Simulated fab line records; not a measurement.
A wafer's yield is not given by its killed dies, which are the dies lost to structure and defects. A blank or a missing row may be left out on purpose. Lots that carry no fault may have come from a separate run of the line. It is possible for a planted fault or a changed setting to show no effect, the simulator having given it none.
8D (eight disciplines) problem report, filled in by code | flow sky130 | the parts of the form that need people (team, actions taken, sign-off) are left out

== 1. THE PROBLEM ==
Wafers free of any fault read 928 nm (standard deviation 10) for LI_CONTACT_HDPCVD_THK at SKY_LI_CONTACT_THK_MEAS_01, against a mean of 1102 nm on 9 wafers of 3 lots. That is +17 standard deviations from the usual mean.
First seen on wafer L425.1, day 30 05:03, on film metro-02. The record holds 36 wafers of 12 lots with a number at this step. Rule for "out" (also "out of limits"): further than 4 standard deviations from the usual mean. Any other wafer with a number is counted as sound.

== 2. WHAT THIS IS AND IS NOT ==
question                    | is                                          | is not
which readings at this step | LI_CONTACT_HDPCVD_THK                       | -
which lots                  | L425, L426, L427                            | L419, L431, L435, L436, L437, L438, L439, L440, L442
which wafers of those lots  | all that have a number                      | -
read on which gauges        | film metro-01, film metro-02, film metro-04 | -
when                        | from day 30 05:03                           | up to then (3 sound wafers); but 24 sound wafers of L431, L435, L436, L437, L438, L439, L440, L442 came after

== 3. THE SUSPECTS, EACH WITH WHAT RULES IT OUT ==
Counting: a tool stays on the suspect list if, at a process step up to the reading, it processed all lots that are out and no sound lot following the first of them.
- ruled out: the gauge at SKY_LI_CONTACT_THK_MEAS_01. The wafers that are out were read on 3 gauges (film metro-01, film metro-02, film metro-04).
- hdpcvd-02 at SKY_LI_CONTACT_HDPCVD_00 (deposits PSG, target thk 930 nm, time 155 s): ruled out as a lasting fault. Following L425 (day 30 04:56), the first lot on it that is out, the sound lots L435, L438, L442 were run on it.
Left after counting: nothing in the record.

== 4. THE CAUSE (what the simulator had put in) ==
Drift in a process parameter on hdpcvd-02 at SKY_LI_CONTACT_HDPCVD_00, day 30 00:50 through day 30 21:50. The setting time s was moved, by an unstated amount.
The count ruled it out by mistake, since the rule takes a fault to strike every lot its tool runs from the start of the fault on, and this one did not do so.

== 5. SEQUENCE OF EFFECTS, ordered by route ==
Rows list readings where the struck wafers' mean (over those with a number) sits beyond 3 standard deviations from the usual. Readings are gone through only where the record gives a usual standard deviation; hours: the median, over the lots, of the time from a lot's start at the first step in this table giving one to that lot's start at this step; sigmas: the change measured in usual standard deviations.
hours | step                       | reading               | usual   | on struck wafers | change | sigmas
0     | SKY_LI_CONTACT_HDPCVD_00   | run length s          | 182.8 s | 212.9            | +30.1  | +57
0     | SKY_LI_CONTACT_THK_MEAS_01 | LI_CONTACT_HDPCVD_THK | 928 nm  | 1102             | +174   | +17
0     | SKY_LI_CONTACT_CMP_02      | time to endpoint s    | 33 s    | 51               | +18    | +5.8
Its process steps:
- SKY_LI_CONTACT_HDPCVD_00: deposits PSG, target thk 930 nm, time 155 s.
- SKY_LI_CONTACT_CMP_02: polishes PSG.
At these later measuring or inspecting steps, every struck wafer for which the step has a row has a number for every such reading, and none has moved that far: SKY_LOCAL_INTERCONNECT_CD_MEAS_11.

== 6. WHAT WOULD HAVE CAUGHT IT SOONER ==
4 hours passed between the start of the fault at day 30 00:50 and the first reading out of limits at a measuring or inspecting step in this record, taken at day 30 05:03.
The tool's own readings at SKY_LI_CONTACT_HDPCVD_00 were out on every struck wafer that the step has a row for (run length s): an alarm limit on them would have fired on the first of those.
